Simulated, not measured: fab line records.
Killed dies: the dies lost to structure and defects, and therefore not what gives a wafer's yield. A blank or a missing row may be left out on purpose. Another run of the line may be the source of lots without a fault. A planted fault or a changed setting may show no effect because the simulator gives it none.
What tool caused it? -- flow sky130 -- 10 lots with 29 wafers sampled at 5 steps, on a route of 708 steps

== WHAT THE GAUGES SHOWED, per wafer ==
SKY_VIA3_RS_MEAS_22: measurement is done with a four-point probe. Usual: VIA3_W_RS 0.2964 ohm/sq, standard deviation 0.0027.
lot,measured,on,VIA3_W_RS (ohm/sq),flag
L954,day 40 11:49,film_metro-03,0.2976 0.2952 0.2932,
L953,day 40 12:31,film_metro-03,0.2987 0.2941 0.2933,
L952,day 40 13:14,film_metro-03,0.2983 0.2961 0.2985,
L960,day 42 07:27,film_metro-02,0.2976 0.2926 0.2857 0.2978 0.2923 0.2864,
L962,day 42 20:49,film_metro-03,0.2958 0.2836 0.2939 0.2962 0.2825 0.2936,
L964,day 43 08:05,film_metro-04,0.2964 0.2948 0.2958,
L966,day 43 23:25,film_metro-03,0.2941 0.2930 0.2947,
L973,day 45 20:34,film_metro-02,0.2998 0.2990 0.2981,
L970,day 45 21:55,film_metro-04,0.2975 0.2961,
L975,day 46 02:40,film_metro-03,0.2926 0.2944 0.2952,

SKY_VIA3_THK_MEAS_23: measures by xrf. Usual: VIA3_W_THK 402 nm, standard deviation 7.1.
lot,measured,on,VIA3_W_THK (nm),flag
L954,day 40 11:55,film_metro-03,395 398 403,
L953,day 40 12:38,film_metro-03,394 398 397,
L952,day 40 13:21,film_metro-03,394 396 396,
L960,day 42 11:51,film_metro-02,410 413 426 407 416 425,
L962,day 43 03:17,film_metro-03,398 414 398 396 418 397,
L964,day 43 08:12,film_metro-04,399 400 399,
L966,day 43 23:31,film_metro-03,395 400 397,
L973,day 45 20:41,film_metro-02,402 402 404,
L970,day 45 22:01,film_metro-04,399 399,
L975,day 46 02:47,film_metro-03,406 404 402,

== WHAT TOOL EACH LOT RAN ON (gives the tool, then ch and the chambers of the sampled wafers, and finally the start) ==
lot,SKY_VIA3_STRIP_16,SKY_VIA3_SPUTTER_20,SKY_VIA3_CVD_21
L954,"plasma_asher-03 ch 0,1, day 40 11:01","pvd_sputter-03, day 40 11:35","cvd_w-01 ch 0,1, day 40 11:41"
L953,"plasma_asher-03 ch 0,1, day 40 11:42","pvd_sputter-04, day 40 12:20","cvd_w-01 ch 0,1, day 40 12:24"
L952,"plasma_asher-02 ch 0,1, day 40 12:26","pvd_sputter-04, day 40 13:02","cvd_w-02 ch 0,1, day 40 13:06"
L960,"plasma_asher-03 ch 0,1, day 42 06:38","pvd_sputter-04, day 42 07:16","cvd_w-01 ch 0,1, day 42 07:20"
L962,"plasma_asher-02 ch 0,1, day 42 20:02","pvd_sputter-04, day 42 20:36","cvd_w-01 ch 0,1, day 42 20:42"
L964,"plasma_asher-02 ch 0,1, day 43 07:17","pvd_sputter-04, day 43 07:53","cvd_w-02 ch 0,1, day 43 07:57"
L966,"plasma_asher-02 ch 0,1, day 43 22:37","pvd_sputter-02, day 43 23:12","cvd_w-02 ch 0,1, day 43 23:16"
L973,"plasma_asher-03 ch 0,1, day 45 19:44","pvd_sputter-02, day 45 20:22","cvd_w-01 ch 0,1, day 45 20:25"
L970,"plasma_asher-02 ch 1, day 45 21:06","pvd_sputter-04, day 45 21:42","cvd_w-01 ch 0,1, day 45 21:46"
L975,"plasma_asher-02 ch 0,1, day 46 01:53","pvd_sputter-03, day 46 02:29","cvd_w-01 ch 0,1, day 46 02:32"
- SKY_VIA3_STRIP_16: strips in O2/N2.
- SKY_VIA3_SPUTTER_20: material TiN, target thk 20 nm, time 80 s.
- SKY_VIA3_CVD_21: deposits W, target thk 390 nm, time 117.31 s.

== AS READ BY THE TOOLS THEMSELVES (means over the sampled wafers that have a number; for cases with no such wafer, the mark the record gives instead) ==
SKY_VIA3_STRIP_16. Usual: drypump_motor_current_A 5.6 A, standard deviation 0.46; oes_product_au 0.403 a.u., standard deviation 0.0046; strip_time_to_endpoint_s 4.16 s, standard deviation 0.032.
lot,tool,drypump_motor_current_A (A),oes_product_au (a.u.),strip_time_to_endpoint_s (s),flag
L954,plasma_asher-03,5.8,0.401,4.18,
L953,plasma_asher-03,5.8,0.401,4.10,
L952,plasma_asher-02,5.4,0.403,4.15,
L960,plasma_asher-03,5.8,0.406,4.17,
L962,plasma_asher-02,5.1,0.406,4.19,
L964,plasma_asher-02,5.4,0.408,4.20,
L966,plasma_asher-02,5.3,0.405,4.17,
L973,plasma_asher-03,5.8,0.403,4.15,
L970,plasma_asher-02,5.6,0.399,4.14,
L975,plasma_asher-02,5.1,0.406,4.17,

SKY_VIA3_SPUTTER_20. Usual: throttle_valve_pct at 30.2 %, with a standard deviation of 0.78.
lot,tool,throttle_valve_pct (%),flag
L954,pvd_sputter-03,30.2,
L953,pvd_sputter-04,29.6,
L952,pvd_sputter-04,30.3,
L960,pvd_sputter-04,29.7,
L962,pvd_sputter-04,28.7,
L964,pvd_sputter-04,30.2,
L966,pvd_sputter-02,30.5,
L973,pvd_sputter-02,30.6,
L970,pvd_sputter-04,29.2,
L975,pvd_sputter-03,29.9,

SKY_VIA3_CVD_21. Usual: heater_power_w at 830 W, with a standard deviation of 140.
lot,tool,heater_power_w (W),flag
L954,cvd_w-01,769,
L953,cvd_w-01,762,
L952,cvd_w-02,810,
L960,cvd_w-01,841,
L962,cvd_w-01,809,
L964,cvd_w-02,936,
L966,cvd_w-02,930,
L973,cvd_w-01,831,
L970,cvd_w-01,795,
L975,cvd_w-01,772,

== THE ANSWER, worked out from the rows above alone ==
Rule: a lot counts as off when the mean over its wafers that have a number is more than 3 standard deviations away from the usual mean. Also off: a lot with no number at a reading for which 4 or more lots have one. Where the step has rows for the other lots, those lots are counted as sound. The gauges are gone through in route order, then the tools' own readings, and for those a lot's mean is taken as printed above. The first step at which some lot is off is used, and at that step the reading that is off furthest; a lot without a number counts as furthest.
None of the lots is off at any reading shown; this tells nothing.

== WHAT THE SIMULATOR PUT IN ==
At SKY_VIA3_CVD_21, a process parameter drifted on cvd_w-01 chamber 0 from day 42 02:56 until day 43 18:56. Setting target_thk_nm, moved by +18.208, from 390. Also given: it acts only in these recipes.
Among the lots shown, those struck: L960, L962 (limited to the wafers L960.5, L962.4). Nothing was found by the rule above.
